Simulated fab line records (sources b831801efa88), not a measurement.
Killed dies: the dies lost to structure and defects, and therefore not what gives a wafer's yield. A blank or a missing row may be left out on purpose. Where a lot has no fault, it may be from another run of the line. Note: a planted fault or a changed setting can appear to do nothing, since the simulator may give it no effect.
Comparing a struck lot with a sound one -- flow sky130 -- 44 out of 708 route steps
Sound: the wafers L278.1, L278.2, L278.6. Struck: wafers L284.4, L284.6 (left out: L284.2, a lot-mate that was not struck); the cause follows at the end.
Per side, at each step with rows, come the tool, then ch with its chambers, and then its first start. Under that, the readings that differ: sound wafers -- struck wafers -- difference of the means -- sigmas: that difference in standard deviations of wafers without a fault.
alike: readings with means less than 2 such deviations apart, plus words and numbers identical on both sides. not compared: withheld readings, readings lacking a value on some wafer, bounds such as >300 that could conceal the same value, and numbers that have no deviation in the record and whose values overlap.
The two part at a step that has a row with sigmas, a row that says differs or no value, or rows on one side only. When numbers do not overlap yet have no deviation, they are printed without sigmas and do not part them. A reading missing from all wafers of one side parts the sides only when that side holds two or more wafers.

first, 3 steps without rows for these wafers: SKY_VIA1_STRIP_17 (strips in post etch residue remover, time 1200 s); SKY_VIA1_CLEAN_18 (cleans in IPA, time 180 s); SKY_VIA1_CLEAN_19 (cleans in O3/DIW).
SKY_VIA1_SPUTTER_20: material TiN, target thk 20 nm, time 80 s.
  sound: pvdSputter-04 at day 35 15:16; struck: pvdSputter-01 at day 37 13:03
  alike: throttleValvePct
SKY_VIA1_CVD_21: deposits W, target thk 270 nm, time 80.902 s.
  sound on cvdW-01 ch 0,1, day 35 15:20; struck on cvdW-01 ch 0, day 37 13:07
  alike: heaterPowerW
SKY_VIA1_RS_MEAS_22: uses a four-point probe to measure.
  sound: filmMetro-01 at day 35 15:26; struck: filmMetro-01 at day 37 13:13
  alike: VIA1_W_RS
SKY_VIA1_THK_MEAS_23: measures by xrf.
  sound: filmMetro-01 at day 35 15:33; struck: filmMetro-01 at day 37 13:20
  alike: VIA1_W_THK
then, 1 step without rows for these wafers: SKY_VIA1_CMP_24 (polishes, stops on SiO2, t overpolish 15 s, target thk 0 nm).
SKY_METAL2_SPUTTER_00: material Ti, target thk 15 nm, time 10 s.
  sound: pvdSputter-03 at day 35 15:55; struck: pvdSputter-03 at day 37 13:41
  alike: throttleValvePct
SKY_METAL2_SPUTTER_01: material TiN, target thk 20 nm, time 16.7 s.
  sound: pvdSputter-03 at day 35 15:56; struck: pvdSputter-03 at day 37 13:42
  alike: throttleValvePct
then, 2 steps without rows for these wafers: SKY_METAL2_SPUTTER_02 (material AlCu, target thk 250 nm, time 12.93 s); SKY_METAL2_SPUTTER_03 (material Ti, target thk 5 nm, time 3.3 s).
SKY_METAL2_SPUTTER_04: material TiN, target thk 70 nm, time 58.3 s.
  sound: pvdSputter-03 at day 35 16:00; struck: pvdSputter-03 at day 37 13:46
reading,sound,struck,difference,sigmas
model.TiN_of_METAL2_SPUTTER_04.thkNm (nm),69.13 69.27 69.35,76.93 76.85,+7.64,
  alike: throttleValvePct
SKY_METAL2_RS_MEAS_05: uses a four-point probe to measure.
  sound: filmMetro-03 at day 35 16:03; struck: filmMetro-03 at day 37 13:50
  alike: METAL2_ALCU_RS
SKY_METAL2_THK_MEAS_06: measures by xrf.
  sound: filmMetro-03 at day 35 16:10; struck: filmMetro-03 at day 37 13:57
  alike: METAL2_ALCU_THK
then, 8 steps without rows for these wafers: SKY_METAL2_DEHYDRATE_07 (time 60 s); SKY_METAL2_HMDS_08 (prime time 60 s); SKY_METAL2_COAT_09 (resist thk 60 nm); SKY_METAL2_COAT_10 (resist thk 450 nm); SKY_METAL2_SOFTBAKE_11 (time 90 s); SKY_METAL2_EXPOSE_12 (exposes mask MM2, target cd 140 nm); SKY_METAL2_PEB_13; SKY_METAL2_DEVELOP_14 (develop time 60 s).
SKY_METAL2_CD_MEAS_15: the cd target is 140 nm.
  sound: cdSem-01 at day 36 18:07; struck: cdSem-02 at day 38 15:10
  alike: cdNm
SKY_METAL2_OVL_MEAS_16:
  sound: overlay-02 at day 36 18:14; struck: overlay-01 at day 38 15:16
reading,sound,struck,difference,sigmas
METAL2_OVL (nm),-1 0 1,12 10,+11,+2
SKY_METAL2_DESCUM_17: chemistry O2, time 8 s.
  sound on rieMetal-01 ch 0,1, day 36 18:16; struck on rieMetal-01 ch 1, day 38 15:17
  alike: chamberPressureMTorr, drypumpMotorCurrentA, heBacksideLeakSccm, oesProductAu
  not compared: rfHoursCounterH
then, 7 steps without rows for these wafers: SKY_METAL2_ETCH_18 (etches BARC in N2/H2, stops on SiO2, time 45.9 s, target depth 60 nm); SKY_METAL2_METAL_ETCH_19 (etches the open film in Cl2/BCl3, stops on SiO2, target depth 360 nm, time 78 s); SKY_METAL2_STRIP_20 (strips in O2/N2); SKY_METAL2_STRIP_21 (strips in post etch residue remover, time 1200 s); SKY_METAL2_CLEAN_22 (cleans in IPA, time 180 s); SKY_METAL2_CLEAN_23 (cleans in O3/DIW); SKY_VIA2_HDPCVD_00 (deposits SiO2, target thk 1180 nm, time 192.2 s).
SKY_VIA2_THK_MEAS_01:
  sound: filmMetro-03 at day 36 19:11; struck: filmMetro-02 at day 38 16:13
  alike: VIA2_HDPCVD_THK
then, 1 step without rows for these wafers: SKY_VIA2_CMP_02 (polishes SiO2).
SKY_VIA2_BOW_MEAS_03:
  sound: filmMetro-02 at day 36 19:32; struck: filmMetro-02 at day 38 16:35
  alike: VIA2_BOW
then, 6 steps without rows for these wafers: SKY_VIA2_DEHYDRATE_04 (time 60 s); SKY_VIA2_HMDS_05 (prime time 60 s); SKY_VIA2_COAT_06 (resist thk 60 nm); SKY_VIA2_COAT_07 (resist thk 450 nm); SKY_VIA2_SOFTBAKE_08 (time 90 s); SKY_VIA2_EXPOSE_09 (exposes mask VIM2, target cd 200 nm).
SKY_VIA2_ETCH_15: etches SiO2 in C4F8/O2/Ar, stops on TiN, target depth 546 nm, time 84 s.
  sound on rieDiel-03 ch 1,3, day 37 21:14; struck on rieDiel-03 ch 1,2, day 39 17:29
reading,sound,struck,difference,sigmas
model.TiN_of_METAL2_SPUTTER_04.thkNm (nm),68.71 68.85 68.92,76.51 76.43,+7.64,
  alike: chamberPressureMTorr, oesProductAu
  not compared: rfHoursCounterH
-- the record jumps here: 9 days lie between the struck wafers' starts before and after (it left off in module VIA2 and takes up again in module PAD_OPEN, whose first step shown is number 708 of the route) --
SKY_PAD_OPEN_PROBE_99:
  sound: prober-01 at day 47 01:48; struck: prober-02 at day 48 17:52
  alike: defectLimitedYield, killed_at_M0_to_M3, killed_at_M4_up, killedAtContacts, killedAtFrontEnd, killedAtOther, killedDies, killedOpen, killedShort, sort_bin_3_pad_short, sort_bin_5_function, sort_bin_6_memory, sortNPass, sortYieldPct

== WHERE THEY PART ==
Within this record, at SKY_METAL2_OVL_MEAS_16 only. Later steps at which nothing parts them and some readings are alike: SKY_METAL2_DESCUM_17, SKY_VIA2_THK_MEAS_01, SKY_VIA2_BOW_MEAS_03, SKY_VIA2_ETCH_15, SKY_PAD_OPEN_PROBE_99.

WHY: the cause the simulator had injected
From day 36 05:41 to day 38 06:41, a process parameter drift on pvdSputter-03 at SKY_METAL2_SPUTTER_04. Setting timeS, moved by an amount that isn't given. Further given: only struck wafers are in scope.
